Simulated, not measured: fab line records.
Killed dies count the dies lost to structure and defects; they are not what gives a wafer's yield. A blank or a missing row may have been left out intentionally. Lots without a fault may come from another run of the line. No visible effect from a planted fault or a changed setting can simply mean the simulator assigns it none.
Which tool did it? + flow sky130 + 14 lots, 42 wafers sampled, at 5 steps of a route of 708

WHAT EACH GAUGE READ, for each wafer
SKY_VT_ADJUST_HVTR_TW_MEAS_11. Usual: for VT_ADJUST_HVTR_TW the level is 212.3 and the standard deviation is 1.3.
| lot  | measured     | on            | VT_ADJUST_HVTR_TW | flag |
|------|--------------|---------------|-------------------|------|
| L506 | day 9 14:54  | film-metro-03 | 213.9 213.7 212.9 |      |
| L505 | day 9 15:12  | film-metro-02 | 211.9 211.0 212.3 |      |
| L509 | day 10 09:20 | film-metro-04 | 211.9 211.4 212.5 |      |
| L510 | day 10 19:58 | film-metro-02 | 210.9 211.9 211.3 |      |
| L511 | day 11 10:04 | film-metro-04 | 210.1 210.1 210.2 |      |
| L512 | day 11 15:45 | film-metro-03 | 213.5 214.5 214.2 |      |
| L513 | day 11 22:10 | film-metro-04 | 210.4 210.3 211.2 |      |
| L514 | day 12 05:52 | film-metro-03 | 213.8 214.2 213.5 |      |
| L515 | day 12 10:10 | film-metro-02 | 211.6 211.6 212.6 |      |
| L516 | day 12 22:00 | film-metro-04 | 211.4 211.9 211.5 |      |
| L517 | day 13 06:00 | film-metro-03 | 215.1 213.4 213.1 |      |
| L518 | day 13 18:07 | film-metro-04 | 211.3 211.4 211.3 |      |
| L519 | day 13 18:23 | film-metro-04 | 210.4 210.3 209.7 |      |
| L520 | day 14 09:30 | film-metro-04 | 212.9 212.4 213.3 |      |

SKY_POLY_GATE_THK_MEAS_01. Usual: for POLY_GATE_CVD_00_THK the level is 180.9 nm and the standard deviation is 1.7.
| lot  | measured     | on            | POLY_GATE_CVD_00_THK (nm)           | flag |
|------|--------------|---------------|-------------------------------------|------|
| L506 | day 14 05:17 | film-metro-01 | 182.2 182.9 183.7                   |      |
| L505 | day 14 01:10 | film-metro-04 | 179.4 180.4 180.2                   |      |
| L509 | day 15 00:45 | film-metro-02 | 181.1 182.7 180.9                   |      |
| L510 | day 15 19:53 | film-metro-04 | 178.8 178.9 180.1                   |      |
| L511 | day 16 05:36 | film-metro-04 | 180.1 177.9 179.9                   |      |
| L512 | day 16 17:47 | film-metro-01 | 178.7 179.4 177.7                   |      |
| L513 | day 16 22:13 | film-metro-04 | 183.2 183.0 182.2                   |      |
| L514 | day 17 07:04 | film-metro-02 | 180.0 180.3 179.7                   |      |
| L515 | day 17 12:42 | film-metro-04 | 179.6 179.8 178.9                   |      |
| L516 | day 17 20:26 | film-metro-01 | 179.8 179.1 179.2                   |      |
| L517 | day 18 06:27 | film-metro-04 | 182.6 181.2 181.0                   |      |
| L518 | day 18 17:49 | film-metro-01 | 179.5 178.9 178.9                   |      |
| L519 | day 18 20:45 | film-metro-02 | 234.5 235.7 235.6 234.5 235.6 235.5 | OFF  |
| L520 | day 19 21:53 | film-metro-04 | 233.9 234.5 234.9 233.9 234.6 235.0 | OFF  |

TOOL THAT RAN EACH LOT (tool first, then ch and the chambers of the sampled wafers, then the start)
| lot  | SKY_FIELD_ISO_STRIP_16              | SKY_VT_ADJUST_LVTN_STRIP_09          | SKY_POLY_GATE_CVD_00        |
|------|-------------------------------------|--------------------------------------|-----------------------------|
| L506 | plasma-asher-02 ch 0,1, day 2 10:35 | plasma-asher-04 ch 0, day 7 00:47    | lpcvd-01 ch 1, day 14 04:05 |
| L505 | plasma-asher-01 ch 0,1, day 2 10:43 | plasma-asher-02 ch 0,1, day 7 00:56  | lpcvd-01 ch 1, day 13 23:58 |
| L509 | plasma-asher-01 ch 0,1, day 3 00:20 | plasma-asher-04 ch 0,1, day 7 18:11  | lpcvd-01 ch 0, day 14 23:32 |
| L510 | plasma-asher-03 ch 0,1, day 3 05:13 | plasma-asher-04 ch 0,1, day 8 00:32  | lpcvd-01 ch 1, day 15 18:40 |
| L511 | plasma-asher-02 ch 0,1, day 3 13:17 | plasma-asher-04 ch 0,1, day 8 16:47  | lpcvd-01 ch 1, day 16 04:23 |
| L512 | plasma-asher-02 ch 0,1, day 3 20:01 | plasma-asher-02 ch 0,1, day 8 20:44  | lpcvd-01 ch 0, day 16 16:35 |
| L513 | plasma-asher-03 ch 0,1, day 4 02:22 | plasma-asher-02 ch 0, day 9 03:41    | lpcvd-01 ch 0, day 16 21:01 |
| L514 | plasma-asher-03 ch 0,1, day 4 06:55 | plasma-asher-04 ch 0,1, day 9 09:46  | lpcvd-01 ch 0, day 17 05:50 |
| L515 | plasma-asher-02 ch 0, day 4 09:13   | plasma-asher-02 ch 0,1, day 9 12:44  | lpcvd-01 ch 0, day 17 11:30 |
| L516 | plasma-asher-01 ch 1, day 4 15:52   | plasma-asher-01 ch 0,1, day 9 22:14  | lpcvd-01 ch 1, day 17 19:14 |
| L517 | plasma-asher-03 ch 0, day 4 21:07   | plasma-asher-02 ch 0,1, day 10 05:02 | lpcvd-01 ch 1, day 18 05:15 |
| L518 | plasma-asher-02 ch 0, day 5 03:52   | plasma-asher-01 ch 0,1, day 10 15:26 | lpcvd-01 ch 0, day 18 16:36 |
| L519 | plasma-asher-02 ch 0,1, day 5 06:16 | plasma-asher-02 ch 0,1, day 10 15:49 | lpcvd-01 ch 1, day 18 19:32 |
| L520 | plasma-asher-02 ch 0,1, day 5 14:52 | plasma-asher-04 ch 0,1, day 11 05:02 | lpcvd-01 ch 1, day 19 20:41 |
- SKY_FIELD_ISO_STRIP_16: strips in O2/N2.
- SKY_VT_ADJUST_LVTN_STRIP_09: strips in O2/N2.
- SKY_POLY_GATE_CVD_00: deposits poly-Si, target thk 180 nm, time 720 s.

AS READ BY THE TOOLS THEMSELVES (means over the sampled wafers that have a number; for cases with no such wafer, the mark the record gives instead)
SKY_FIELD_ISO_STRIP_16. Usual: drypump-motor-current-A 6.0 A, standard deviation 0.35; n2-flow-sccm 299.8 sccm, standard deviation 0.89; oes-product-au 0.377 a.u., standard deviation 0.0045; strip-time-to-endpoint-s 3.54 s, standard deviation 0.044.
| lot  | tool            | drypump-motor-current-A (A) | n2-flow-sccm (sccm) | oes-product-au (a.u.) | strip-time-to-endpoint-s (s) | flag |
|------|-----------------|-----------------------------|---------------------|-----------------------|------------------------------|------|
| L506 | plasma-asher-02 | 5.8                         | 299.5               | 0.385                 | 3.63                         |      |
| L505 | plasma-asher-01 | 6.2                         | 299.0               | 0.376                 | 3.52                         |      |
| L509 | plasma-asher-01 | 6.4                         | 299.9               | 0.375                 | 3.55                         |      |
| L510 | plasma-asher-03 | 5.7                         | 299.8               | 0.381                 | 3.54                         |      |
| L511 | plasma-asher-02 | 5.9                         | 299.4               | 0.376                 | 3.54                         |      |
| L512 | plasma-asher-02 | 5.7                         | 299.5               | 0.376                 | 3.50                         |      |
| L513 | plasma-asher-03 | 5.7                         | 299.8               | 0.383                 | 3.56                         |      |
| L514 | plasma-asher-03 | 5.9                         | 301.1               | 0.375                 | 3.57                         |      |
| L515 | plasma-asher-02 | 6.1                         | 298.7               | 0.374                 | 3.50                         |      |
| L516 | plasma-asher-01 | 5.9                         | 299.8               | 0.375                 | 3.50                         |      |
| L517 | plasma-asher-03 | 5.6                         | 300.5               | 0.386                 | 3.59                         |      |
| L518 | plasma-asher-02 | 6.1                         | 297.7               | 0.380                 | 3.53                         |      |
| L519 | plasma-asher-02 | 6.0                         | 300.7               | 0.371                 | 3.52                         |      |
| L520 | plasma-asher-02 | 5.9                         | 300.0               | 0.377                 | 3.51                         |      |

SKY_VT_ADJUST_LVTN_STRIP_09. Usual: drypump-motor-current-A 6.0 A, standard deviation 0.39; n2-flow-sccm 300.0 sccm, standard deviation 0.86; oes-product-au 0.722 a.u., standard deviation 0.004; strip-time-to-endpoint-s 36.92 s, standard deviation 0.11.
| lot  | tool            | drypump-motor-current-A (A) | n2-flow-sccm (sccm) | oes-product-au (a.u.) | strip-time-to-endpoint-s (s) | flag |
|------|-----------------|-----------------------------|---------------------|-----------------------|------------------------------|------|
| L506 | plasma-asher-04 | 5.4                         | 299.2               | 0.721                 | 36.90                        |      |
| L505 | plasma-asher-02 | 5.8                         | 299.5               | 0.725                 | 36.76                        |      |
| L509 | plasma-asher-04 | 6.0                         | 299.6               | 0.721                 | 36.89                        |      |
| L510 | plasma-asher-04 | 6.0                         | 300.5               | 0.721                 | 36.72                        |      |
| L511 | plasma-asher-04 | 6.0                         | 298.9               | 0.721                 | 37.05                        |      |
| L512 | plasma-asher-02 | 5.9                         | 299.4               | 0.723                 | 36.92                        |      |
| L513 | plasma-asher-02 | 6.1                         | 299.8               | 0.725                 | 36.86                        |      |
| L514 | plasma-asher-04 | 6.0                         | 300.0               | 0.718                 | 36.88                        |      |
| L515 | plasma-asher-02 | 5.9                         | 300.7               | 0.724                 | 37.12                        |      |
| L516 | plasma-asher-01 | 6.2                         | 299.4               | 0.719                 | 37.00                        |      |
| L517 | plasma-asher-02 | 5.8                         | 300.2               | 0.724                 | 36.80                        |      |
| L518 | plasma-asher-01 | 6.2                         | 300.4               | 0.717                 | 36.95                        |      |
| L519 | plasma-asher-02 | 5.9                         | 299.5               | 0.722                 | 36.81                        |      |
| L520 | plasma-asher-04 | 5.7                         | 300.2               | 0.723                 | 36.79                        |      |

THE ANSWER, worked out from the rows above alone
Rule: lot off if the mean of its wafers having a number is beyond 3 standard deviations from the usual mean. A lot without any number at a reading at which 4 lots or more have one is off too. The other lots that the step has rows for count as sound. Order of review: gauges by route order, followed by the tools' own readings, for which a lot's mean as printed above is used. At the first step where some lot is off, the reading lying furthest off is the one used; lots without a number count as furthest.
Off: at SKY_POLY_GATE_THK_MEAS_01 (POLY_GATE_CVD_00_THK), L519, L520.
If a tool, at a process step before that reading, ran all the lots that are off and no sound lot after the first of them, it fits. Those tools and the gauges at SKY_POLY_GATE_THK_MEAS_01 are tried in the same way. Can't be told from this: 2 tools fit, plasma-asher-02 at SKY_FIELD_ISO_STRIP_16, lpcvd-01 at SKY_POLY_GATE_CVD_00.

WHAT THE SIMULATOR HAD INSERTED
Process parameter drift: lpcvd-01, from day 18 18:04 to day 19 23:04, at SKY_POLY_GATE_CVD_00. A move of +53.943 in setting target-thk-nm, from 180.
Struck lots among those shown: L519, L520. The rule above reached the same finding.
